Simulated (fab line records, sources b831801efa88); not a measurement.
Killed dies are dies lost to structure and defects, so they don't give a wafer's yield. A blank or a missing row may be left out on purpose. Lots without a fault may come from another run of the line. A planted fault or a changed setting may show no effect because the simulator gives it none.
Chamber matching | flow gf180mcu | GF_MIM_CVD_05 on pecvd-01: 3 sister chambers
The step deposits Si3N4, target thk 42 nm, time 29.086 s. 3 wafers are shown with their chamber, then 10 later ones without.

WAFERS WITH THEIR CHAMBER
wafer  | chamber | heater_power_w (W)
L084.5 | 2       | 650
L084.6 | 0       | 547
L088.4 | 1       | 628

WAFERS WITHOUT THEIR CHAMBER
wafer  | heater_power_w (W)
L088.5 | 687
L092.1 | 655
L092.2 | 572
L092.3 | 693
L092.4 | 641
L092.5 | 680
L092.6 | 586
L097.2 | 586
L097.3 | 713
L097.5 | 722

WHICH CHAMBER EACH WENT THROUGH
wafer  | from the rows above          | in truth
L088.5 | can't be placed: 2 or 1      | 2
L092.1 | can't be placed: 2 or 1      | 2
L092.2 | can't be placed: 0 or 1 or 2 | 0
L092.3 | can't be placed: 2 or 1      | 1
L092.4 | can't be placed: 2 or 1      | 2
L092.5 | can't be placed: 2 or 1      | 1
L092.6 | can't be placed: 0 or 1 or 2 | 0
L097.2 | can't be placed: 0 or 1 or 2 | 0
L097.3 | can't be placed: 2 or 1      | 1
L097.5 | can't be placed: 2 or 1      | 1
Placed correctly: 0 of 10. Can't be placed from these rows: 10 (the true chamber is among the candidates in 10). Placed wrongly: 0.
How it was worked out, from the rows above alone: a wafer's distance from a chamber is the root of the sum, over the readings, of the square of ((its reading less the chamber's mean) divided by the reading's scatter). The wafer belongs to the nearest chamber; if the next one is less than 2 further off, it can't be placed. A chamber's mean is the mean of its shown wafers. The scatter: with one shown wafer a chamber, the root of the mean of the squares of how far each hidden wafer lies from its nearest shown one.
